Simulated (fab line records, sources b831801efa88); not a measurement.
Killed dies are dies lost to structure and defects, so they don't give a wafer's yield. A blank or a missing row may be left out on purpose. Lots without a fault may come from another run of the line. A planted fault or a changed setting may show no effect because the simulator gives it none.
fab line records | flow sky130
record lots=13 wafers=39 last_day=50
route steps=708 shown SONOS_TUNNEL@158 SONOS_ONO@182 GATE_OXIDE@197 RES_PROTECT@215 PAD_OPEN@708
lots that met no fault: from a run of the same line without faults
start_h: hours from the record's first day to the start of the lot's first wafer shown | wait_h: hours since the lot's step before | " the same as in the row above | L1.1+2: a row that stands for several wafers | - no value, or no start given | * or withheld: withheld | < > ~ a bound
route shown NAME@n: a module of which the file shows steps, and the number in the route of the first | usual: mean/standard deviation of fault-free wafers | same: alike in all rows | chamber/n: place in a boat | sites: the reading at each site | _std_site: their standard deviation | _edge_site: outer sites' mean less inner sites' | radius_mm: how far each site lies from the wafer's centre | mask NAME#n: copy n | behind: the tool/chamber that last shaped the wafer | hold: why the lot was held/for how many hours/how that ended | device: the transistor (n, p or np) that didn't switch | end of line: the same wafers' tests at the end of the route | a step without rows: its recipe alone | killed: dies lost to structure and defects at the first sort, not the wafer's yield | map: a wafer's dies, x killed, . not, _ none there
set.NAME: the setting as run; set.NAME@STEP: as run at that earlier step | model.NAME: the simulator's own value behind a step, which no gauge read
steps of the route over a sample of lots; a table a step, a row a wafer
services: from which hour (start_h, from the record's first day; less than 0 if before it) a tool's chamber was out of use, for how many hours, and why
## steps
# step SKY_SONOS_TUNNEL_EXPOSE_04
# recipe mask_id=TUNM na=0.6 source_shape=conventional sigma_outer=0.6 polarization=unpolarized target_cd_nm=410 dose_mj=136
# columns lot.wafer tool chamber start_h wait_h mask
L638.1+4+5 iline_stepper-02 0 239.96 - TUNM#0
L639.1+3+4 iline_stepper-01 0 250.70 - TUNM#0
L640.1+3+6 iline_stepper-02 0 252.60 - TUNM#0
L642.3+4+5 iline_stepper-01 0 269.84 - TUNM#0
L643.1+2+4 iline_stepper-02 0 280.72 - TUNM#0
L644.1+3+4 iline_stepper-01 0 287.35 - TUNM#0
L645.1+4+6 iline_stepper-01 0 293.42 - TUNM#0
L647.1+3+5 iline_stepper-02 0 305.55 - TUNM#0
L648.1+2+6 iline_stepper-02 0 314.52 - TUNM#0
L649.3+4+5 iline_stepper-01 0 322.99 - TUNM#0
L651.1+3+6 iline_stepper-02 0 337.90 - NWM#0
L660.1+3+6 iline_stepper-01 0 413.30 - TUNM#0
L661.2+3+4 iline_stepper-01 0 424.42 - TUNM#0
# step SKY_SONOS_TUNNEL_CD_MEAS_07
# recipe target_cd_nm=410
# usual cd_nm=410.4/2.5
# columns lot.wafer tool chamber start_h wait_h cd_nm
L638.1 cd_sem-02 - 251.52 0.1 413.2
L638.4 " - " " 413.1
L638.5 " - " " 412.1
L639.1 cd_sem-02 - 262.28 0.1 413.0
L639.3 " - " " 414.3
L639.4 " - " " 414.1
L640.1 cd_sem-01 - 264.27 0.1 410.3
L640.3 " - " " 412.0
L640.6 " - " " 411.2
L642.3 cd_sem-01 - 281.76 0.1 411.8
L642.4 " - " " 412.3
L642.5 " - " " 413.3
L643.1 cd_sem-01 - 292.72 0.1 410.2
L643.2 " - " " 410.0
L643.4 " - " " 411.9
L644.1 cd_sem-02 - 299.17 0.1 407.1
L644.3 " - " " 405.0
L644.4 " - " " 403.8
L645.1 cd_sem-02 - 304.82 0.1 409.8
L645.4 " - " " 408.6
L645.6 " - " " 407.4
L647.1 cd_sem-01 - 318.97 0.1 407.5
L647.3 " - " " 408.4
L647.5 " - " " 406.7
L648.1 cd_sem-01 - 327.63 0.2 409.6
L648.2 " - " " 411.5
L648.6 " - " " 410.3
L649.3 cd_sem-02 - 335.86 0.1 413.3
L649.4 " - " " 411.7
L649.5 " - " " 414.0
L651.1 cd_sem-02 - 351.98 0.1 -
L651.3 " - " " -
L651.6 " - " " -
L660.1 cd_sem-01 - 427.27 0.1 413.9
L660.3 " - " " 415.8
L660.6 " - " " 412.6
L661.2 cd_sem-01 - 439.59 0.1 410.6
L661.3 " - " " 408.1
L661.4 " - " " 409.4
# step SKY_SONOS_TUNNEL_TW_MEAS_12
# usual SONOS_TUNNEL_TW=196.6/1.2
# columns lot.wafer tool chamber start_h wait_h SONOS_TUNNEL_TW
L638.1 film_metro-04 - 252.09 0.0 196.4
L638.4 " - " " 197.4
L638.5 " - " " 196.7
L639.1 film_metro-01 - 262.88 0.0 196.2
L639.3 " - " " 194.8
L639.4 " - " " 195.8
L640.1 film_metro-04 - 264.86 0.0 197.8
L640.3 " - " " 197.1
L640.6 " - " " 197.2
L642.3 film_metro-01 - 282.31 0.0 196.7
L642.4 " - " " 196.7
L642.5 " - " " 196.3
L643.1 film_metro-01 - 293.29 0.0 194.7
L643.2 " - " " 195.9
L643.4 " - " " 194.8
L644.1 film_metro-02 - 299.74 0.0 199.2
L644.3 " - " " 199.2
L644.4 " - " " 198.8
L645.1 film_metro-01 - 305.39 0.0 195.3
L645.4 " - " " 194.6
L645.6 " - " " 195.3
L647.1 film_metro-04 - 319.54 0.0 196.5
L647.3 " - " " 195.4
L647.5 " - " " 195.5
L648.1 film_metro-04 - 328.19 0.0 196.9
L648.2 " - " " 195.9
L648.6 " - " " 196.0
L649.3 film_metro-04 - 336.42 0.0 197.8
L649.4 " - " " 197.3
L649.5 " - " " 197.7
L651.1 film_metro-01 - 352.57 0.0 29.8
L651.3 " - " " 29.6
L651.6 " - " " 29.6
L660.1 film_metro-02 - 427.86 0.0 198.4
L660.3 " - " " 196.7
L660.6 " - " " 197.1
L661.2 film_metro-02 - 440.16 0.0 196.8
L661.3 " - " " 195.4
L661.4 " - " " 198.5
# step SKY_SONOS_ONO_OVL_MEAS_14
# usual SONOS_ONO_OVL=-0.3/1.6
# columns lot.wafer tool chamber start_h wait_h SONOS_ONO_OVL[nm]
L638.1 overlay-01 - 279.94 0.1 -1.4
L638.4 " - " " -0.4
L638.5 " - " " -0.2
L639.1 overlay-02 - 293.48 0.1 1.2
L639.3 " - " " 1.7
L639.4 " - " " 1.3
L640.1 overlay-01 - 295.60 0.1 2.3
L640.3 " - " " 2.8
L640.6 " - " " 0.2
L643.1 overlay-02 - 324.13 0.1 -1.4
L643.2 " - " " -2.4
L643.4 " - " " -2.7
L642.3 overlay-02 - 324.87 0.1 0.9
L642.4 " - " " 0.3
L642.5 " - " " 1.2
L644.1 overlay-02 - 333.18 0.1 -1.4
L644.3 " - " " -1.1
L644.4 " - " " -2.1
L645.1 overlay-01 - 338.10 0.1 2.8
L645.4 " - " " 2.5
L645.6 " - " " 2.8
L647.1 overlay-01 - 350.78 0.1 -2.3
L647.3 " - " " -0.4
L647.5 " - " " -1.7
L648.1 overlay-02 - 360.95 0.1 -1.2
L648.2 " - " " -1.1
L648.6 " - " " -2.0
L649.3 overlay-02 - 371.96 0.1 0.4
L649.4 " - " " -0.8
L649.5 " - " " 0.1
L660.1 overlay-02 - 469.48 0.1 -3.0
L660.3 " - " " -1.3
L660.6 " - " " -1.3
L661.2 overlay-02 - 478.11 0.1 -0.2
L661.3 " - " " -0.6
L661.4 " - " " 0.2
# step SKY_GATE_OXIDE_OVL_MEAS_10
# usual GATE_OXIDE_OVL=-0.5/1.2
# columns lot.wafer tool chamber start_h wait_h GATE_OXIDE_OVL[nm]
L638.1 overlay-01 - 305.86 0.1 0.2
L638.4 " - " " 0.4
L638.5 " - " " -2.0
L639.1 overlay-02 - 321.17 0.1 0.1
L639.3 " - " " -0.8
L639.4 " - " " -0.9
L640.1 overlay-01 - 324.72 0.1 0.5
L640.3 " - " " -1.1
L640.6 " - " " -1.3
L643.1 overlay-02 - 352.28 0.1 -0.2
L643.2 " - " " 0.1
L643.4 " - " " -0.3
L642.3 overlay-02 - 353.98 0.1 -0.8
L642.4 " - " " -1.2
L642.5 " - " " -1.1
L644.1 overlay-02 - 363.67 0.1 -3.8
L644.3 " - " " 0.0
L644.4 " - " " -0.5
L645.1 overlay-01 - 368.36 0.1 0.1
L645.4 " - " " -0.9
L645.6 " - " " 0.7
L647.1 overlay-02 - 380.93 0.1 -2.1
L647.3 " - " " -1.6
L647.5 " - " " -1.7
L648.1 overlay-02 - 391.81 0.1 -0.4
L648.2 " - " " -0.5
L648.6 " - " " -1.2
L649.3 overlay-02 - 402.22 0.1 0.1
L649.4 " - " " -0.6
L649.5 " - " " -0.8
L660.1 overlay-02 - 502.11 0.1 0.0
L660.3 " - " " 0.4
L660.6 " - " " 0.0
L661.2 overlay-01 - 510.38 0.1 1.9
L661.3 " - " " 1.6
L661.4 " - " " 1.5
# step SKY_RES_PROTECT_TW_MEAS_08
# usual POLY_GATE_TW=4027/17
# columns lot.wafer tool chamber start_h wait_h POLY_GATE_TW
L638.1 film_metro-02 - 338.06 0.1 4047
L638.4 " - " " 4055
L638.5 " - " " 4032
L639.1 film_metro-04 - 352.16 0.1 4017
L639.3 " - " " 4024
L639.4 " - " " 4026
L640.1 film_metro-02 - 356.71 0.1 4043
L640.3 " - " " 4034
L640.6 " - " " 4056
L643.1 film_metro-02 - 384.77 0.1 4058
L643.2 " - " " 4041
L643.4 " - " " 4069
L642.3 film_metro-04 - 387.34 0.1 4033
L642.4 " - " " 4031
L642.5 " - " " 4015
L644.1 film_metro-01 - 396.67 0.1 4026
L644.3 " - " " 4010
L644.4 " - " " 4024
L645.1 film_metro-01 - 401.26 0.1 4043
L645.4 " - " " 4018
L645.6 " - " " 4023
L647.1 film_metro-04 - 414.07 0.1 4028
L647.3 " - " " 4027
L647.5 " - " " 4039
L648.1 film_metro-04 - 425.03 0.1 4017
L648.2 " - " " 4036
L648.6 " - " " 4045
L649.3 film_metro-04 - 435.39 0.1 3996
L649.4 " - " " 4037
L649.5 " - " " 4009
L660.1 film_metro-04 - 535.27 0.1 3996
L660.3 " - " " 4033
L660.6 " - " " 4007
L661.2 film_metro-01 - 544.83 0.1 3989
L661.3 " - " " 4022
L661.4 " - " " 4019
# step SKY_PAD_OPEN_PROBE_99
# usual killed_at_M0_to_M3=43/7.1 killed_at_M4_up=3.1/1.7 killed_at_contacts=23/5.1 killed_at_front_end=14/4.4 killed_at_other=0.3/0.47 killed_dies=84/9.9 killed_on_rim=16/3.8 killed_open=45/6.6 killed_short=38/6.8
# same gross_dies=492 killed_at_back_side=0
# columns lot.wafer tool chamber start_h wait_h killed_at_M0_to_M3 killed_at_M4_up killed_at_contacts killed_at_front_end killed_at_other killed_dies killed_on_rim killed_open killed_short
L638.1 prober-02 - 1075.45 0.1 44 3 22 9 0 78 11 39 39
L638.4 prober-02 - 1075.60 0.2 39 1 22 13 0 75 15 38 37
L638.5 prober-02 - 1075.65 0.2 38 1 18 14 0 71 6 48 23
L639.1 prober-01 - 1085.34 0.1 49 4 24 11 0 88 14 52 36
L639.3 prober-01 - 1085.44 0.2 50 2 16 21 0 89 12 52 37
L639.4 prober-01 - 1085.49 0.2 30 4 25 13 1 73 14 45 28
L640.1 prober-02 - 1091.95 0.1 43 1 23 10 0 77 12 50 27
L640.3 prober-02 - 1092.05 0.2 43 1 22 23 1 90 15 52 38
L640.6 prober-02 - 1092.20 0.2 41 1 23 26 1 92 18 47 45
L643.1 prober-01 - 1108.27 0.1 40 3 21 12 0 76 13 29 47
L643.2 prober-01 - 1108.32 0.1 34 6 26 9 0 75 12 37 38
L643.4 prober-01 - 1108.42 0.2 48 4 29 8 0 89 25 43 46
L642.3 prober-01 - 1111.23 0.2 55 3 18 12 1 89 16 49 40
L642.4 prober-01 - 1111.28 0.2 39 4 15 19 0 77 17 41 36
L642.5 prober-01 - 1111.33 0.2 43 3 34 18 0 98 25 53 45
L644.1 prober-02 - 1120.61 0.1 44 1 28 7 0 80 21 42 38
L644.3 prober-02 - 1120.71 0.2 42 4 24 27 0 97 20 53 44
L644.4 prober-02 - 1120.76 0.2 40 5 22 19 1 87 13 39 48
L645.1 prober-01 - 1122.28 0.1 42 2 11 14 0 69 14 43 26
L645.4 prober-01 - 1122.43 0.2 34 1 23 11 0 69 9 41 28
L645.6 prober-01 - 1122.53 0.2 38 3 23 14 0 78 19 38 40
L647.1 prober-02 - 1131.52 0.1 43 3 23 19 1 89 18 39 50
L647.3 prober-02 - 1131.62 0.2 32 4 29 13 0 78 13 49 29
L647.5 prober-02 - 1131.72 0.2 27 1 26 7 1 62 10 31 31
L648.1 prober-01 - 1138.43 0.1 46 5 23 12 1 87 16 43 44
L648.2 prober-01 - 1138.48 0.1 35 1 28 10 0 74 16 43 31
L648.6 prober-01 - 1138.68 0.2 44 6 27 10 0 87 20 45 42
L649.3 prober-02 - 1143.90 0.2 36 4 20 19 0 79 18 43 36
L649.4 prober-02 - 1143.95 0.2 54 5 25 19 0 103 18 57 46
L649.5 prober-02 - 1144.00 0.2 50 3 24 9 0 86 20 41 45
L651.1 prober-02 - 1155.94 0.1 41 3 26 422 0 492 96 51 34
L651.3 prober-02 - 1156.04 0.2 38 1 28 424 1 492 96 41 45
L651.6 prober-02 - 1156.19 0.2 41 1 24 426 0 492 96 41 36
L660.1 prober-01 - 1198.20 0.1 61 6 27 23 0 117 26 63 54
L660.3 prober-01 - 1198.30 0.2 41 2 24 6 0 73 12 41 32
L660.6 prober-01 - 1198.45 0.2 48 4 33 13 0 98 15 54 44
L661.2 prober-02 - 1203.04 0.1 39 4 22 13 1 79 20 37 42
L661.3 prober-02 - 1203.09 0.2 43 3 29 7 0 82 18 40 42
L661.4 prober-02 - 1203.14 0.2 33 4 27 9 0 73 19 38 35
# killed by level:class
L638.1 VIA1:geometric_particle:open=8 METAL2:geometric_particle:short=8 LI_CONTACT:geometric_particle:open=5 CONTACT:geometric_particle:open=5 VIA3:geometric_particle:open=5 LOCAL_INTERCONNECT:geometric_particle:short=4 LI_CONTACT:geometric_particle:short=4 VIA2:geometric_particle:open=4
L638.4 CONTACT:geometric_particle:open=8 VIA2:geometric_particle:open=8 METAL2:geometric_particle:short=7 METAL1:geometric_particle:short=6 VIA1:geometric_particle:open=6 POLY_GATE:geometric_particle:short=4 LI_CONTACT:geometric_particle:open=4 LOCAL_INTERCONNECT:geometric_particle:short=4
L638.5 VIA1:geometric_particle:open=10 CONTACT:geometric_particle:open=7 POLY_GATE:geometric_particle:open=6 METAL2:geometric_particle:short=6 VIA3:geometric_particle:open=6 LI_CONTACT:geometric_particle:open=5 VIA2:geometric_particle:open=5 VIA1:geometric_particle:short=4
L639.1 VIA1:geometric_particle:open=11 VIA2:geometric_particle:open=10 LI_CONTACT:geometric_particle:open=7 CONTACT:geometric_particle:open=7 VIA3:geometric_particle:open=6 METAL3:geometric_particle:short=5 FIELD_ISO:geometric_particle:short=4 METAL2:geometric_particle:short=4
L639.3 VIA1:geometric_particle:open=14 CONTACT:geometric_particle:open=7 POLY_GATE:geometric_particle:short=6 VIA3:geometric_particle:open=5 LI_CONTACT:geometric_particle:open=5 FIELD_ISO:geometric_particle:open=4 POLY_GATE:geometric_particle:open=4 VIA2:geometric_particle:short=4
L639.4 LI_CONTACT:geometric_particle:open=9 CONTACT:geometric_particle:open=8 VIA3:geometric_particle:open=8 VIA1:geometric_particle:open=6 FIELD_ISO:geometric_particle:open=4 METAL1:geometric_particle:short=4 METAL2:geometric_particle:short=4 VIA2:geometric_particle:open=4
L640.1 METAL2:geometric_particle:short=10 VIA1:geometric_particle:open=9 LI_CONTACT:geometric_particle:open=8 CONTACT:geometric_particle:open=8 VIA2:geometric_particle:open=7 VIA3:geometric_particle:open=7 POLY_GATE:geometric_particle:open=4 LOCAL_INTERCONNECT:geometric_particle:short=4
L640.3 VIA1:geometric_particle:open=17 FIELD_ISO:geometric_particle:open=6 LI_CONTACT:geometric_particle:open=6 FIELD_ISO:geometric_particle:short=5 CONTACT:geometric_particle:open=5 VIA3:geometric_particle:open=5 POLY_GATE:geometric_particle:short=4 POLY_GATE:geometric_particle:open=4
L640.6 VIA1:geometric_particle:open=14 LOCAL_INTERCONNECT:geometric_particle:short=8 CONTACT:geometric_particle:short=7 FIELD_ISO:geometric_particle:short=6 VIA1:geometric_particle:short=6 CONTACT:geometric_particle:open=5 VIA3:geometric_particle:open=5 FIELD_ISO:geometric_particle:open=4
L643.1 CONTACT:geometric_particle:open=7 METAL1:geometric_particle:short=7 CONTACT:geometric_particle:short=6 VIA1:geometric_particle:short=6 METAL2:geometric_particle:short=6 FIELD_ISO:geometric_particle:short=4 VIA1:geometric_particle:open=4 VIA2:geometric_particle:open=4
L643.2 VIA1:geometric_particle:open=10 CONTACT:geometric_particle:open=9 CONTACT:geometric_particle:short=9 LOCAL_INTERCONNECT:geometric_particle:short=5 VIA1:geometric_particle:short=5 METAL4:geometric_particle:short=5 VIA2:geometric_particle:open=5 METAL1:geometric_particle:short=4
L643.4 CONTACT:geometric_particle:open=13 VIA1:geometric_particle:short=9 METAL1:geometric_particle:short=8 LI_CONTACT:geometric_particle:open=7 VIA2:geometric_particle:open=7 VIA1:geometric_particle:open=6 METAL2:geometric_particle:short=5 METAL3:geometric_particle:short=5
L642.3 METAL2:geometric_particle:short=11 CONTACT:geometric_particle:open=10 VIA1:geometric_particle:short=10 VIA2:geometric_particle:open=9 FIELD_ISO:geometric_particle:open=7 VIA3:geometric_particle:open=6 VIA1:geometric_particle:open=5 VIA3:geometric_particle:short=4
L642.4 VIA1:geometric_particle:open=11 FIELD_ISO:geometric_particle:open=7 FIELD_ISO:geometric_particle:short=7 METAL1:geometric_particle:short=7 CONTACT:geometric_particle:open=5 LI_CONTACT:geometric_particle:open=5 METAL2:geometric_particle:short=5 VIA3:geometric_particle:open=4
L642.5 CONTACT:geometric_particle:open=12 VIA1:geometric_particle:open=11 LI_CONTACT:geometric_particle:open=9 FIELD_ISO:geometric_particle:open=7 VIA2:geometric_particle:open=7 FIELD_ISO:geometric_particle:short=6 LI_CONTACT:geometric_particle:short=5 LOCAL_INTERCONNECT:geometric_particle:short=5
L644.1 CONTACT:geometric_particle:open=11 METAL1:geometric_particle:short=7 VIA1:geometric_particle:open=7 METAL2:geometric_particle:short=7 LI_CONTACT:geometric_particle:open=6 VIA2:geometric_particle:open=6 CONTACT:geometric_particle:short=5 VIA1:geometric_particle:short=5
L644.3 VIA1:geometric_particle:open=10 FIELD_ISO:geometric_particle:open=9 FIELD_ISO:geometric_particle:short=8 CONTACT:geometric_particle:open=8 VIA3:geometric_particle:open=8 POLY_GATE:geometric_particle:short=7 VIA2:geometric_particle:open=6 LI_CONTACT:geometric_particle:open=5
L644.4 CONTACT:geometric_particle:open=10 METAL2:geometric_particle:short=8 FIELD_ISO:geometric_particle:short=7 VIA1:geometric_particle:open=6 LOCAL_INTERCONNECT:geometric_particle:short=5 METAL1:geometric_particle:short=4 VIA2:geometric_particle:short=4 VIA3:geometric_particle:open=4
L645.1 VIA1:geometric_particle:open=9 METAL1:geometric_particle:short=8 VIA3:geometric_particle:open=8 LI_CONTACT:geometric_particle:open=5 FIELD_ISO:geometric_particle:open=4 CONTACT:geometric_particle:open=4 VIA2:geometric_particle:open=4 METAL3:geometric_particle:short=4
L645.4 VIA1:geometric_particle:open=12 LI_CONTACT:geometric_particle:open=7 VIA1:geometric_particle:short=6 CONTACT:geometric_particle:open=5 VIA2:geometric_particle:open=5 LOCAL_INTERCONNECT:geometric_particle:short=4 VIA3:geometric_particle:open=4 FIELD_ISO:geometric_particle:open=3
L645.6 VIA1:geometric_particle:open=10 CONTACT:geometric_particle:open=8 FIELD_ISO:geometric_particle:short=5 CONTACT:geometric_particle:short=5 VIA3:geometric_particle:open=5 METAL1:geometric_particle:short=5 METAL3:geometric_particle:short=5 LOCAL_INTERCONNECT:geometric_particle:short=4
L647.1 VIA1:geometric_particle:open=12 FIELD_ISO:geometric_particle:short=8 CONTACT:geometric_particle:short=7 FIELD_ISO:geometric_particle:open=6 METAL1:geometric_particle:short=6 CONTACT:geometric_particle:open=5 VIA2:geometric_particle:open=5 LI_CONTACT:geometric_particle:open=4
L647.3 LI_CONTACT:geometric_particle:open=11 CONTACT:geometric_particle:open=10 VIA1:geometric_particle:open=10 METAL1:geometric_particle:short=5 FIELD_ISO:geometric_particle:open=4 VIA3:geometric_particle:open=4 POLY_GATE:geometric_particle:short=4 VIA2:geometric_particle:open=4
L647.5 CONTACT:geometric_particle:open=7 LI_CONTACT:geometric_particle:open=6 METAL2:geometric_particle:short=6 VIA2:geometric_particle:open=6 LI_CONTACT:geometric_particle:short=5 CONTACT:geometric_particle:short=4 METAL2:geometric_particle:open=3 FIELD_ISO:geometric_particle:short=3
L648.1 CONTACT:geometric_particle:open=11 METAL2:geometric_particle:short=9 VIA2:geometric_particle:open=7 VIA1:geometric_particle:open=6 LI_CONTACT:geometric_particle:open=6 VIA2:geometric_particle:short=6 POLY_GATE:geometric_particle:open=4 CONTACT:geometric_particle:short=4
L648.2 CONTACT:geometric_particle:open=17 VIA1:geometric_particle:open=10 METAL1:geometric_particle:short=6 METAL2:geometric_particle:short=5 VIA2:geometric_particle:open=5 LI_CONTACT:geometric_particle:open=4 CONTACT:geometric_particle:short=4 FIELD_ISO:geometric_particle:open=3
L648.6 CONTACT:geometric_particle:open=14 VIA1:geometric_particle:open=13 METAL2:geometric_particle:short=9 VIA3:geometric_particle:open=7 METAL1:geometric_particle:short=6 FIELD_ISO:geometric_particle:short=4 LI_CONTACT:geometric_particle:open=4 LOCAL_INTERCONNECT:geometric_particle:short=4
L649.3 VIA1:geometric_particle:open=9 VIA2:geometric_particle:open=7 POLY_GATE:geometric_particle:short=6 POLY_GATE:geometric_particle:open=6 CONTACT:geometric_particle:open=6 METAL1:geometric_particle:short=5 FIELD_ISO:geometric_particle:short=4 CONTACT:geometric_particle:short=4
L649.4 VIA1:geometric_particle:open=11 VIA2:geometric_particle:open=10 LI_CONTACT:geometric_particle:open=9 METAL2:geometric_particle:short=8 METAL3:geometric_particle:short=7 FIELD_ISO:geometric_particle:short=6 POLY_GATE:geometric_particle:open=5 CONTACT:geometric_particle:open=5
L649.5 VIA1:geometric_particle:open=13 METAL1:geometric_particle:short=11 CONTACT:geometric_particle:short=8 CONTACT:geometric_particle:open=8 VIA2:geometric_particle:open=7 LI_CONTACT:geometric_particle:open=4 METAL2:geometric_particle:short=4 VIA2:geometric_particle:short=4
L651.1 SONOS_TUNNEL:area_expose=407 VIA1:geometric_particle:open=13 CONTACT:geometric_particle:open=10 VIA3:geometric_particle:open=7 CONTACT:geometric_particle:short=5 VIA1:geometric_particle:short=5 VIA2:geometric_particle:open=5 POLY_GATE:geometric_particle:open=4
L651.3 SONOS_TUNNEL:area_expose=406 CONTACT:geometric_particle:open=13 VIA1:geometric_particle:open=8 METAL2:geometric_particle:short=7 CONTACT:geometric_particle:short=6 METAL1:geometric_particle:short=6 POLY_GATE:geometric_particle:short=5 LOCAL_INTERCONNECT:geometric_particle:short=5
L651.6 SONOS_TUNNEL:area_expose=415 VIA1:geometric_particle:open=8 CONTACT:geometric_particle:short=7 METAL1:geometric_particle:short=7 VIA1:geometric_particle:short=7 VIA2:geometric_particle:open=7 CONTACT:geometric_particle:open=6 LI_CONTACT:geometric_particle:open=5
L660.1 VIA1:geometric_particle:open=11 CONTACT:geometric_particle:open=9 LI_CONTACT:geometric_particle:open=9 VIA3:geometric_particle:open=9 METAL2:geometric_particle:short=9 VIA1:geometric_particle:short=8 CONTACT:geometric_particle:short=8 VIA2:geometric_particle:open=7
L660.3 VIA3:geometric_particle:open=10 VIA1:geometric_particle:open=9 METAL1:geometric_particle:short=7 CONTACT:geometric_particle:short=6 CONTACT:geometric_particle:open=6 VIA2:geometric_particle:open=6 LI_CONTACT:geometric_particle:short=4 LI_CONTACT:geometric_particle:open=3
L660.6 CONTACT:geometric_particle:open=12 LI_CONTACT:geometric_particle:open=10 VIA1:geometric_particle:open=9 VIA1:geometric_particle:short=7 FIELD_ISO:geometric_particle:short=6 METAL2:geometric_particle:short=6 VIA3:geometric_particle:open=6 VIA2:geometric_particle:open=5
L661.2 VIA1:geometric_particle:open=10 CONTACT:geometric_particle:open=7 FIELD_ISO:geometric_particle:short=6 VIA3:geometric_particle:short=6 LI_CONTACT:geometric_particle:open=6 LOCAL_INTERCONNECT:geometric_particle:short=5 METAL1:geometric_particle:short=5 METAL2:geometric_particle:short=5
L661.3 VIA1:geometric_particle:open=10 METAL1:geometric_particle:short=9 LI_CONTACT:geometric_particle:open=8 CONTACT:geometric_particle:open=8 LI_CONTACT:geometric_particle:short=5 FIELD_ISO:geometric_particle:short=4 METAL2:geometric_particle:short=4 VIA2:geometric_particle:open=4
L661.4 LI_CONTACT:geometric_particle:open=9 CONTACT:geometric_particle:open=8 VIA1:geometric_particle:open=6 VIA1:geometric_particle:short=5 METAL3:geometric_particle:short=4 CONTACT:geometric_particle:short=4 VIA2:geometric_particle:open=4 METAL2:geometric_particle:short=4
## services
# columns tool chamber start_h hours kind
iline_stepper-02 - 332.56 1.7 pm
iline_stepper-01 - 355.92 3.2 repair
iline_stepper-01 - 370.88 1.7 pm
## key
first_sign step=SKY_SONOS_TUNNEL_EXPOSE_04 reading=mask direction=changed
effect step=SKY_SONOS_TUNNEL_CD_MEAS_07 reading=cd_nm direction=missing
effect step=SKY_SONOS_TUNNEL_TW_MEAS_12 reading=SONOS_TUNNEL_TW direction=down sigmas=99+ usual=196.6 struck=29.7
effect step=SKY_PAD_OPEN_PROBE_99 reading=killed_at_front_end direction=up sigmas=94 usual=14 struck=424
more_kills_born_at SKY_SONOS_TUNNEL_EXPOSE_04@iline_stepper-02=1228
met_at SKY_SONOS_TUNNEL_EXPOSE_04
struck_lots L651
later_rows_left_out L651.1,L651.3,L651.6
tester_left_out L651
not_acting_at SKY_SONOS_ONO_OVL_MEAS_14,SKY_GATE_OXIDE_OVL_MEAS_10,SKY_RES_PROTECT_TW_MEAS_08
onset_between 314.52 337.90
fault kind=wrong_mask tool=any chamber=- onset_h=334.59 steps=SKY_SONOS_TUNNEL_EXPOSE_04 aux_copy=NWM#0 scope=struck_lots_only
# tester_left_out: of these lots the tester's yield and bins aren't shown, on N5 and GAA mostly nor the transistor test; their killed dies are dies lost to structure and defects alone, not to doping, threshold or leakage, so they don't give the yield
# later_rows_left_out: the simulator's readings of these wafers behind a module that went badly wrong aren't trusted and aren't shown, but for the sort
